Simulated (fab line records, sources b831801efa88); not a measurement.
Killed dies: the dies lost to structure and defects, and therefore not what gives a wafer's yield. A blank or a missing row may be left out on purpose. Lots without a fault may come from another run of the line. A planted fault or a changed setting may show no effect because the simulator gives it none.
8D (eight disciplines) problem report, filled in by code + flow gf180mcu + the parts of the form that need people (team, actions taken, sign-off) are left out

## 1. WHAT IS WRONG
NSD_RS at GF_PSD_RS_MEAS_14 reads a mean of 47.69 ohm/sq on 9 wafers of 3 lots; wafers without a fault read 46.15 ohm/sq with a standard deviation of 0.1. That is +15 standard deviations from the usual mean.
The step: measures by four-point-probe.
The first sign was on wafer L562.2 at day 17 04:38, on filmMetro-03. The record holds 39 wafers of 13 lots with a number at this step. Rule for "out" (also "out of limits"): further than 4 standard deviations from the usual mean. All remaining wafers that have a number are taken as sound.

## 2. WHAT IT IS; WHAT IT IS NOT
| question                    | is                         | is not                                                                                                  |
|-----------------------------|----------------------------|---------------------------------------------------------------------------------------------------------|
| which readings at this step | NSD_RS                     | -                                                                                                       |
| which lots                  | L562, L564, L565           | L555, L558, L559, L572, L573, L574, L575, L576, L577, L578                                              |
| which wafers of those lots  | all that have a number     | -                                                                                                       |
| read on which gauges        | filmMetro-02, filmMetro-03 | filmMetro-04                                                                                            |
| when                        | from day 17 04:38          | up to then (9 sound wafers); but 21 sound wafers of L572, L573, L574, L575, L576, L577, L578 came after |

## 3. THE SUSPECTS, EACH WITH WHAT RULES IT OUT
Counting: a tool at a process step up to the reading stays a suspect if it ran every lot that is out and no sound lot after the first of them.
- ruled out: the gauge at GF_PSD_RS_MEAS_14. 2 gauges (filmMetro-02, filmMetro-03) read the wafers that are out.
- rtpAnneal-01 at GF_PSD_RTA_13 (time 20 s): ruled out as a lasting fault. The sound lots L572, L576 went through it after L562, its earliest lot that is out (day 17 04:32).
Left after counting: nothing in the record.

## 4. THE CAUSE (what the simulator had put in)
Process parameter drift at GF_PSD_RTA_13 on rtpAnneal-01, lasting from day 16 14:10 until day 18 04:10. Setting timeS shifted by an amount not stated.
Counting ruled it out, wrongly: the rule takes a fault to strike every lot that its tool runs from its start on, and this one did not.

## 5. THE CHAIN OF EFFECTS, in route order
Each row: a reading where the mean over the struck wafers with a number is more than 3 standard deviations away from the usual. Only readings whose record carries a usual standard deviation are examined. hours: median over the lots of the time between each lot's start at the first step of this table that gives one and its start at this step. sigmas: the change, counted in usual standard deviations.
| hours | step              | reading    | usual        | on struck wafers | change | sigmas |
|-------|-------------------|------------|--------------|------------------|--------|--------|
| 0     | GF_PSD_RTA_13     | runLengthS | 48.7 s       | 42.6             | -6.1   | -11    |
| 0     | GF_PSD_RS_MEAS_14 | NSD_RS     | 46.15 ohm/sq | 47.69            | +1.54  | +15    |
| 0     | GF_PSD_RS_MEAS_15 | PSD_RS     | 108.6 ohm/sq | 113.0            | +4.4   | +15    |
Here are the process steps it includes:
- GF_PSD_RTA_13: time 20 s.
At these later measuring or inspecting steps, every struck wafer for which the step has a row has a number for every such reading, and none has moved that far: GF_M1_CD_MEAS_14, GF_V1_THK_MEAS_01.

## 6. HOW IT WOULD HAVE BEEN CAUGHT EARLIER
14 hours passed between the start of the fault at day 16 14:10 and the first reading out of limits at a measuring or inspecting step in this record, taken at day 17 04:38.
Tool's own readings at GF_PSD_RTA_13, runLengthS: out on all struck wafers the step has rows for; an alarm limit on them would have tripped on the first.
